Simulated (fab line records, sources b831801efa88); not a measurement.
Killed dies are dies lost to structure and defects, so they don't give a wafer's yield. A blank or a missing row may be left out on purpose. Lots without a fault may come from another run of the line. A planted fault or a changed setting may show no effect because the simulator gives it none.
Chamber matching | flow gf180mcu | GF_V2_CMP_26 on cmp-01: 4 sister chambers
The step polishes, stops on SiO2, t overpolish 15 s, target thk 0 nm. 4 wafers are shown with their chamber, then 11 later ones without.

WAFERS WITH THEIR CHAMBER
wafer  | chamber | motor_current_A (A)
L136.6 | 3       | 11.8
L140.4 | 2       | 10.1
L145.3 | 1       | 10.8
L146.2 | 0       | 10.2

WAFERS WITHOUT THEIR CHAMBER
wafer  | motor_current_A (A)
L146.4 | 10.1
L146.5 | 10.1
L150.1 | 11.6
L150.4 | 10.6
L150.6 | 10.3
L151.2 | 11.9
L151.4 | 10.0
L151.5 | 11.5
L152.2 | 11.5
L152.4 | 10.3
L152.5 | 12.0

WHICH CHAMBER EACH WENT THROUGH
wafer  | from the rows above          | in truth
L146.4 | can't be placed: 2 or 0      | 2
L146.5 | can't be placed: 2 or 0      | 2
L150.1 | 3                            | 3
L150.4 | can't be placed: 1 or 0 or 2 | 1
L150.6 | can't be placed: 0 or 2      | 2
L151.2 | 3                            | 3
L151.4 | can't be placed: 2 or 0      | 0
L151.5 | 3                            | 3
L152.2 | 3                            | 3
L152.4 | can't be placed: 0 or 2      | 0
L152.5 | 3                            | 3
Placed correctly: 5 of 11. Can't be placed from these rows: 6 (the true chamber is among the candidates in 6). Placed wrongly: 0.
How it was worked out, from the rows above alone: a wafer's distance from a chamber is the root of the sum, over the readings, of the square of ((its reading less the chamber's mean) divided by the reading's scatter). The wafer belongs to the nearest chamber; if the next one is less than 2 further off, it can't be placed. A chamber's mean is the mean of its shown wafers. The scatter: with one shown wafer a chamber, the root of the mean of the squares of how far each hidden wafer lies from its nearest shown one.
